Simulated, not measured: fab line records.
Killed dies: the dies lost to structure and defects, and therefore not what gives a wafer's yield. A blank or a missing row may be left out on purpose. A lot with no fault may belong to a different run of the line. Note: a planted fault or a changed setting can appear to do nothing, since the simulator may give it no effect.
Which tool is to blame?    flow sky130    39 wafers from 13 lots sampled at 2 of the route's 708 steps

## WHAT EACH GAUGE READ, for each wafer
SKY_SONOS_ONO_THK_MEAS_03. Usual: SONOS_ONO_CVD_02_THK typically reads 10.50 nm, with standard deviation 0.11.
lot   measured      on             SONOS_ONO_CVD_02_THK (nm)  flag
L134  day 12 01:46  film-metro-02  10.34 10.44 10.37          
L138  day 13 13:40  film-metro-04  10.50 10.56 10.48          
L137  day 13 13:40  film-metro-01  10.36 10.30 10.39          
L140  day 14 00:29  film-metro-01  10.39 10.39 10.46          
L145  day 15 17:20  film-metro-01  10.58 10.71 10.73          
L147  day 16 15:43  film-metro-01  10.49 10.57 10.57          
L148  day 16 21:32  film-metro-04  10.52 10.54 10.56          
L150  day 17 08:46  film-metro-01  10.40 10.41 10.40          
L151  day 17 18:22  film-metro-04  10.60 10.49 10.58          
L152  day 18 08:04  film-metro-01  10.47 10.34 10.57          
L153  day 18 16:55  film-metro-04  10.45 10.50 10.34          
L154  day 19 00:04  film-metro-04  10.54 10.70 10.54          
L155  day 19 06:47  film-metro-02  10.50 10.38 10.42          

SKY_SONOS_ONO_OVL_MEAS_14. Usual: SONOS_ONO_OVL typically reads -0.2 nm, with standard deviation 1.3.
lot   measured      on          SONOS_ONO_OVL (nm)  flag
L134  day 13 03:25  overlay-01  -0.4 -0.6 -0.1      
L138  day 14 16:47  overlay-01  -0.3 0.3 -0.1       
L137  day 14 16:29  overlay-02  2.2 0.2 0.7         
L140  day 15 04:57  overlay-02  0.5 0.5 -2.9        
L145  day 16 22:10  overlay-01  -4.2 -2.0 -2.8      
L147  day 17 21:05  overlay-02  0.9 1.5 0.0         
L148  day 18 04:13  overlay-02  0.8 -0.6 2.6        
L150  day 18 16:59  overlay-02  0.0 -0.4 -0.1       
L151  day 19 02:06  overlay-02  0.0 -0.7 -0.3       
L152  day 19 16:04  overlay-02  -1.9 -0.8 -0.9      
L153  day 20 00:26  overlay-02  0.9 0.2 1.0         
L154  day 20 08:11  overlay-01  0.0 -3.7 -1.5       
L155  day 20 14:43  overlay-02  0.1 -0.7 -0.8       

## TOOL THAT RAN EACH LOT (tool first, then ch and the chambers of the sampled wafers, then the start)
Before these readings, the record contains no process step.

## WHAT THE TOOLS THEMSELVES READ (means of the sampled wafers that have a number; where no wafer has one, the mark that the record gives instead)
The record holds no such reading with a usual standard deviation.

## THE ANSWER, worked out from the rows above alone
Rule: a lot counts as off when the mean over its wafers that have a number is more than 3 standard deviations away from the usual mean. A lot without any number at a reading at which 4 lots or more have one is off too. The other lots that the step has rows for count as sound. The gauges are gone through in route order, then the tools' own readings, and for those a lot's mean is taken as printed above. The first step at which some lot is off is used, and at that step the reading that is off furthest; a lot without a number counts as furthest.
Across all readings shown, no lot is off: no conclusion can be drawn from this.

## WHAT HAD BEEN PUT IN BY THE SIMULATOR
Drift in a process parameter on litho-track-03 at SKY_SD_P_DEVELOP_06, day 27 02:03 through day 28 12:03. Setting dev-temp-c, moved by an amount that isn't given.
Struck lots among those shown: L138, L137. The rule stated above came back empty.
